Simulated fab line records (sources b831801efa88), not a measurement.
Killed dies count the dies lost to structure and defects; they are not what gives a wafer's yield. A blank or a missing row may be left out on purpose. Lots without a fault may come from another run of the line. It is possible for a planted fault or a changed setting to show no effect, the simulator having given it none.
Problem report, 8D (eight disciplines) form, completed by code	flow sky130	the parts of the form that need people (team, actions taken, sign-off) are left out

1. PROBLEM STATEMENT
runLengthS at SKY_GATE_OXIDE_CLEAN_15 reads a mean of 204 s on 6 wafers of 2 lots; wafers without a fault read 178 s with a standard deviation of 3.8. That is +6.8 standard deviations from the usual mean.
The step: cleans in SC1/SC2, time 150 s.
First seen on wafer L335.1, day 18 14:37, on wetBench-01. At this step, 39 wafers from 13 lots have a number in the record. By rule, "out" or "out of limits" means more than 4 standard deviations away from the usual mean. The other wafers with a number count as sound.

2. WHAT IT IS AND WHAT IT IS NOT
question	is	is not
which readings at this step	runLengthS	-
which lots	L335, L336	L322, L323, L324, L325, L326, L337, L338, L340, L341, L342, L343
which wafers of those lots	all that have a number	-
read on which tools	wetBench-01	wetBench-03, wetBench-04
when	from day 18 14:37	up to then (15 sound wafers); but 18 sound wafers of L337, L338, L340, L341, L342, L343 came after

3. THE SUSPECTS, EACH WITH WHAT RULES IT OUT
Counting: a tool stays on the suspect list if, at a process step up to the reading, it processed all lots that are out and no sound lot following the first of them.
- plasmaAsher-03 at SKY_VT_ADJUST_HVTP_STRIP_10 (strips in O2/N2): ruled out as a lasting fault. Following L335 (day 9 12:59), the first lot on it that is out, the sound lots L338, L341 were run on it.
- wetBench-01 at SKY_GATE_OXIDE_CLEAN_15 (cleans in SC1/SC2, time 150 s): kept. It ran every lot that is out, first L335 (day 18 14:37), and no sound lot after that; its last sound lot up to then is L325 (day 15 01:34). Its own readings are out on those wafers: runLengthS.
Remaining after the count: wetBench-01 at SKY_GATE_OXIDE_CLEAN_15.

4. THE CAUSE (what the simulator had put in)
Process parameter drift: wetBench-01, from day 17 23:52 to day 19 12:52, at SKY_GATE_OXIDE_CLEAN_15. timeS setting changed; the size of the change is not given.
The count eliminated every tool but this one.

5. THE CHAIN OF EFFECTS, in route order
One row per reading whose mean, taken over the struck wafers that have a number, lies over 3 standard deviations from the usual. Only readings whose record carries a usual standard deviation are examined. hours: median over the lots of the time between each lot's start at the first step of this table that gives one and its start at this step. sigmas: the change, counted in usual standard deviations.
hours	step	reading	usual	on struck wafers	change	sigmas
0	SKY_GATE_OXIDE_CLEAN_15	runLengthS	178 s	204	+26	+6.8
Process steps it contains:
- SKY_GATE_OXIDE_CLEAN_15: cleans in SC1/SC2, time 150 s.

6. WHAT WOULD HAVE CAUGHT IT SOONER
15 hours passed between the start of the fault at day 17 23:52 and the first reading out of limits in this record, taken at day 18 14:37.
